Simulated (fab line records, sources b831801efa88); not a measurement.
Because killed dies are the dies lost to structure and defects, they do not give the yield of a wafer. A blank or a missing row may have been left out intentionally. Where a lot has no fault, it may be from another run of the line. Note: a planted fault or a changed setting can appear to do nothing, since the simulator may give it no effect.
Chamber matching	flow gf180mcu	4 sister chambers for GF_V5_CMP_26 on cmp-02
The step polishes, stops on SiO2, t overpolish 15 s, target thk 0 nm. 8 wafers are shown with their chamber, then 7 later ones without.

## WAFERS WITH THEIR CHAMBER
wafer	chamber	motor-current-A (A)	time-to-endpoint-s (s)
L471.5	3	10.3	81
L472.4	2	11.1	86
L472.5	0	8.9	86
L474.2	3	9.9	80
L474.3	1	11.3	81
L474.4	2	11.2	82
L480.2	0	8.9	82
L480.4	1	11.3	85

## WAFERS WHOSE CHAMBER IS MISSING
wafer	motor-current-A (A)	time-to-endpoint-s (s)
L480.6	9.8	82
L481.1	10.2	80
L481.3	11.7	79
L481.4	11.0	84
L484.1	11.2	89
L484.3	9.1	88
L484.5	11.0	85

## WHICH CHAMBER EACH ONE RAN IN
wafer	from the rows above	in truth
L480.6	3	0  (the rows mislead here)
L481.1	3	3
L481.3	can't be placed: 1 or 2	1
L481.4	can't be placed: 2 or 1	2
L484.1	can't be placed: 2 or 1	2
L484.3	0	0
L484.5	can't be placed: 2 or 1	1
Correct placement for 2 of the 7. Can't be placed from these rows: 4 (the true chamber is among the candidates in 4). Number placed wrongly: 1.
How it was worked out, from the rows above alone: a wafer's distance from a chamber is the root of the sum, over the readings, of the square of ((its reading less the chamber's mean) divided by the reading's scatter). The wafer belongs to the nearest chamber; if the next one is less than 2 further off, it can't be placed. Each chamber's mean is taken over the wafers shown for it. The scatter: the root of (the sum of the squares of (reading less its chamber's mean) over the shown wafers, divided by (wafers less chambers)).
